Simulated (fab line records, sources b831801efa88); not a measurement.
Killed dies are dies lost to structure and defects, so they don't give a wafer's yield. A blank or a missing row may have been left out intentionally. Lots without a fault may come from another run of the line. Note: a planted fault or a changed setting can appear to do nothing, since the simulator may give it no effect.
fab line records -- flow sky130
[record] lots = 5, wafers = 15, last-day = 50
route steps=708 shown VIA4@649
lots untouched by any fault: they come from a run of this same line in which no faults occurred
start-h: hours from the record's first day to the start of the lot's first wafer shown -- wait-h: hours since the lot's step before -- " identical to the entry in the row above -- L1.1+2: a row that stands for several wafers -- - no value, or no start was given -- * or withheld: withheld -- < > ~ a bound
route shown NAME@n: a module of which the file shows steps, and the number in the route of the first -- usual: mean/standard deviation taken from wafers without a fault -- same: alike in all rows -- chamber/n: place in a boat -- sites: the reading at each site -- _std_site: standard deviation across them -- _edge_site: outer sites' mean less inner sites' -- radius-mm: for every site, how far away it sits from the centre of the wafer -- mask NAME#n: copy n -- behind: tool/chamber where the wafer was last shaped -- hold: what put the lot on hold/how long, in hours/how the hold closed -- device: transistor that didn't switch, given as n, p or np -- end of line: the same wafers' tests at the end of the route -- for a step that has no rows: nothing shown but its recipe -- killed: count of dies lost to structure and defects at first sort (not the wafer's yield) -- map: a wafer's dies, marking killed ones x, the rest . and places with no die _
set.NAME: the run value of the setting; set.NAME@STEP: its run value at that earlier step -- model.NAME: the simulator's own value behind a step, which no gauge read
lots at selected steps of the route; one table per step, one row per wafer
services: when a tool's chamber went out of use (start-h, in hours from the record's first day, below 0 if earlier), for how many hours, and the reason
[[steps]]
[step SKY_VIA4_DEVELOP_10]
[recipe] resist = NOVOLAK, developer = TMAH, develop-time-s = 60, dev-temp-c = 23
lot.wafer,tool,chamber,start-h,wait-h
L079.1+3+4,litho-track-04,0,1066.57,0.1
L084.2+5+6,litho-track-02,0,1096.24,0.1
L088.1+3+5,litho-track-04,0,1118.67,0.1
L089.4+5+6,litho-track-02,0,1130.04,0.1
L090.1+2+3,litho-track-02,0,1130.27,0.1
[step SKY_VIA4_OVL_MEAS_11]
[usual] VIA4_OVL = 0.1/1.4
lot.wafer,tool,chamber,start-h,wait-h,VIA4_OVL[nm]
L079.1,overlay-01,-,1066.72,0.1,-1.0
L079.3,overlay-01,-,1066.72,0.1,-1.7
L079.4,overlay-01,-,1066.72,0.1,-0.8
L084.2,overlay-02,-,1096.37,0.1,-0.4
L084.5,overlay-02,-,1096.37,0.1,1.1
L084.6,overlay-02,-,1096.37,0.1,-0.9
L088.1,overlay-02,-,1118.82,0.1,0.8
L088.3,overlay-02,-,1118.82,0.1,1.7
L088.5,overlay-02,-,1118.82,0.1,2.3
L089.4,overlay-02,-,1130.13,0.1,0.3
L089.5,overlay-02,-,1130.13,0.1,-0.5
L089.6,overlay-02,-,1130.13,0.1,-0.5
L090.1,overlay-01,-,1130.42,0.1,-0.5
L090.2,overlay-01,-,1130.42,0.1,-1.9
L090.3,overlay-01,-,1130.42,0.1,0.0
[step SKY_VIA4_ETCH_12]
[recipe] target = SiO2, chemistry = C4F8/O2/Ar, stop-on = TiN, mask-material = NOVOLAK, source-w = 1500, bias-w = 1200, pressure-mtorr = 40, c4f8-flow-sccm = withheld, O2_flow_sccm = 6, Ar_flow_sccm = 300, time-s = withheld, target-depth-a = 5800
[usual] oes-product-au = 0.926/0.0049
lot.wafer,tool,chamber,start-h,wait-h,oes-product-au
L079.1,rie-diel-02,1,1066.75,0.0,0.930
L079.3,rie-diel-02,2,1066.75,0.0,0.929
L079.4,rie-diel-02,3,1066.75,0.0,0.927
L084.2,rie-diel-02,1,1096.40,0.0,0.924
L084.5,rie-diel-02,3,1096.40,0.0,0.931
L084.6,rie-diel-02,0,1096.40,0.0,0.928
L088.1,rie-diel-04,2,1118.85,0.0,0.926
L088.3,rie-diel-04,1,1118.85,0.0,0.915
L088.5,rie-diel-04,3,1118.85,0.0,0.926
L089.4,rie-diel-04,3,1130.15,0.0,0.925
L089.5,rie-diel-04,2,1130.15,0.0,0.921
L089.6,rie-diel-04,3,1130.15,0.0,0.922
L090.1,rie-diel-02,2,1130.45,0.0,0.929
L090.2,rie-diel-02,1,1130.45,0.0,0.925
L090.3,rie-diel-02,0,1130.45,0.0,0.916
[step SKY_VIA4_STRIP_13]
[recipe] chemistry = O2/N2, power-w = 1400, pressure-mtorr = 1500, platen-temp-c = withheld, o2-flow-sccm = 3000, n2-flow-sccm = 300, overash-fraction = 0.5
[usual] drypump-motor-current-A = 5.74/0.27, oes-product-au = 0.710/0.0044, strip-time-to-endpoint-s = 12.804/0.023
lot.wafer,tool,chamber,start-h,wait-h,drypump-motor-current-A,oes-product-au,rf-hours-counter-h,strip-time-to-endpoint-s
L079.1,plasma-asher-04,0,1066.83,-,6.03,0.712,95,12.783
L079.3,plasma-asher-04,1,1066.83,-,5.79,0.699,-,12.849
L079.4,plasma-asher-04,0,1066.83,-,6.02,0.708,-,12.768
L084.2,plasma-asher-01,1,1096.48,-,5.76,0.710,34,12.783
L084.5,plasma-asher-01,0,1096.48,-,5.55,0.713,-,12.815
L084.6,plasma-asher-01,1,1096.48,-,5.76,0.713,-,12.849
L088.1,plasma-asher-01,1,1118.93,-,5.76,0.713,36,12.798
L088.3,plasma-asher-01,1,1118.93,-,5.77,0.707,-,12.833
L088.5,plasma-asher-01,0,1118.93,-,5.58,0.701,-,12.777
L089.4,plasma-asher-03,0,1130.26,-,5.88,0.705,-,12.842
L089.5,plasma-asher-03,0,1130.26,-,5.87,0.709,-,12.791
L089.6,plasma-asher-03,1,1130.26,-,5.20,0.711,-,12.810
L090.1,plasma-asher-01,0,1130.53,-,5.57,0.702,37,12.821
L090.2,plasma-asher-01,1,1130.53,-,5.77,0.710,37,12.817
L090.3,plasma-asher-01,0,1130.53,-,5.58,0.715,-,12.844
[step SKY_VIA4_STRIP_14]
[recipe] chemistry = post-etch-residue-remover, time-s = 1200, temp-c = 72.5
lot.wafer,tool,chamber,start-h,wait-h
L079.1+3+4,wet-bench-01,2,1066.93,0.1
L084.2+5+6,wet-bench-02,2,1096.58,0.1
L088.1+3+5,wet-bench-01,3,1119.03,0.1
L089.4+5+6,wet-bench-03,3,1130.33,0.0
L090.1+2+3,wet-bench-03,3,1130.67,0.1
[step SKY_VIA4_CLEAN_15]
[recipe] chemistry = IPA, time-s = 180, temp-c = 25
lot.wafer,tool,chamber,start-h,wait-h
L079.1+3+4,wet-bench-02,0,1067.27,0.0
L084.2+5+6,wet-bench-03,1,1096.92,0.0
L088.1+3+5,wet-bench-03,1,1119.37,0.0
L089.4+5+6,wet-bench-01,1,1130.70,0.0
L090.1+2+3,wet-bench-01,3,1131.01,0.0
[step SKY_VIA4_CLEAN_16]
[recipe] chemistry = O3/DIW, dry = n2-spin
lot.wafer,tool,chamber,start-h,wait-h
L079.1+3+4,wet-bench-01,2,1067.33,0.0
L084.2+5+6,wet-bench-02,2,1097.03,0.0
L088.1+3+5,wet-bench-02,3,1119.43,0.0
L089.4+5+6,wet-bench-02,0,1130.76,0.0
L090.1+2+3,wet-bench-02,0,1131.07,0.0
[step SKY_VIA4_SPUTTER_17]
[recipe] material = TiN, target-thk-nm = 20, chamber-pressure-pa = 5, power-w = 4000, time-s = 80
[usual] chamber-pressure-pa = 5.001/0.0099, throttle-valve-pct = 30.1/0.7
lot.wafer,tool,chamber,start-h,wait-h,chamber-pressure-pa,throttle-valve-pct
L079.1,pvd-sputter-01,-,1067.42,0.0,4.999,29.0
L079.3,pvd-sputter-01,-,1067.42,0.0,4.992,28.5
L079.4,pvd-sputter-01,-,1067.42,0.0,4.995,28.9
L084.2,pvd-sputter-03,-,1097.13,0.0,5.008,30.8
L084.5,pvd-sputter-03,-,1097.13,0.0,5.025,29.8
L084.6,pvd-sputter-03,-,1097.13,0.0,5.001,29.7
L088.1,pvd-sputter-03,-,1119.52,0.0,4.998,29.4
L088.3,pvd-sputter-03,-,1119.52,0.0,5.000,29.9
L088.5,pvd-sputter-03,-,1119.52,0.0,5.005,30.9
L089.4,pvd-sputter-02,-,1130.86,0.0,4.992,29.8
L089.5,pvd-sputter-02,-,1130.86,0.0,4.995,30.7
L089.6,pvd-sputter-02,-,1130.86,0.0,4.992,30.2
L090.1,pvd-sputter-03,-,1131.17,0.0,5.001,30.8
L090.2,pvd-sputter-03,-,1131.17,0.0,4.993,30.0
L090.3,pvd-sputter-03,-,1131.17,0.0,4.998,30.3
[step SKY_VIA4_CVD_18]
[recipe] material = W, target-thk-nm = 505, time-s = 152.14, temp-c = 400, pressure-torr = 40
[usual] heater-power-outer-w = 532/41, heater-power-w = 890/73, susceptor-temp-C = 400.02/0.21
lot.wafer,tool,chamber,start-h,wait-h,heater-power-outer-w,heater-power-w,susceptor-temp-C
L079.1,cvd-w-01,1,1067.48,0.0,484,780,400.02
L079.3,cvd-w-01,1,1067.48,0.0,487,783,399.78
L079.4,cvd-w-01,0,1067.48,0.0,524,929,399.92
L084.2,cvd-w-01,0,1097.19,0.0,521,923,400.15
L084.5,cvd-w-01,0,1097.19,0.0,517,927,400.08
L084.6,cvd-w-01,1,1097.19,0.0,475,809,400.36
L088.1,cvd-w-01,0,1119.58,0.0,521,918,399.88
L088.3,cvd-w-01,0,1119.58,0.0,522,950,399.72
L088.5,cvd-w-01,1,1119.58,0.0,484,794,399.90
L089.4,cvd-w-01,0,1130.97,0.1,525,931,399.69
L089.5,cvd-w-01,0,1130.97,0.1,517,907,399.86
L089.6,cvd-w-01,1,1130.97,0.1,488,800,399.85
L090.1,cvd-w-02,0,1131.23,0.0,608,1014,400.44
L090.2,cvd-w-02,1,1131.23,0.0,558,909,400.12
L090.3,cvd-w-02,1,1131.23,0.0,535,891,400.01
[[services]]
tool,chamber,start-h,hours,kind
rie-diel-04,-,1052.20,2.8,pm
cvd-w-02,-,1053.51,3.1,repair
rie-diel-02,3,1059.08,1.8,repair
plasma-asher-01,-,1066.00,9.7,repair
rie-diel-04,1,1074.49,-,clean
rie-diel-04,1,1074.49,25.0,scheduled-down
rie-diel-04,1,1074.49,25.0,vent-cycle
wet-bench-01,-,1083.00,31.1,pm
pvd-sputter-02,2,1088.57,-,consumable-replace:kit
pvd-sputter-02,2,1088.57,18.0,scheduled-down
pvd-sputter-02,2,1088.57,18.0,vent-cycle
pvd-sputter-01,2,1109.85,-,consumable-replace:kit
pvd-sputter-01,2,1109.85,18.0,scheduled-down
pvd-sputter-01,2,1109.85,18.0,vent-cycle
pvd-sputter-01,-,1130.78,1.9,repair
[[key]]
fault none
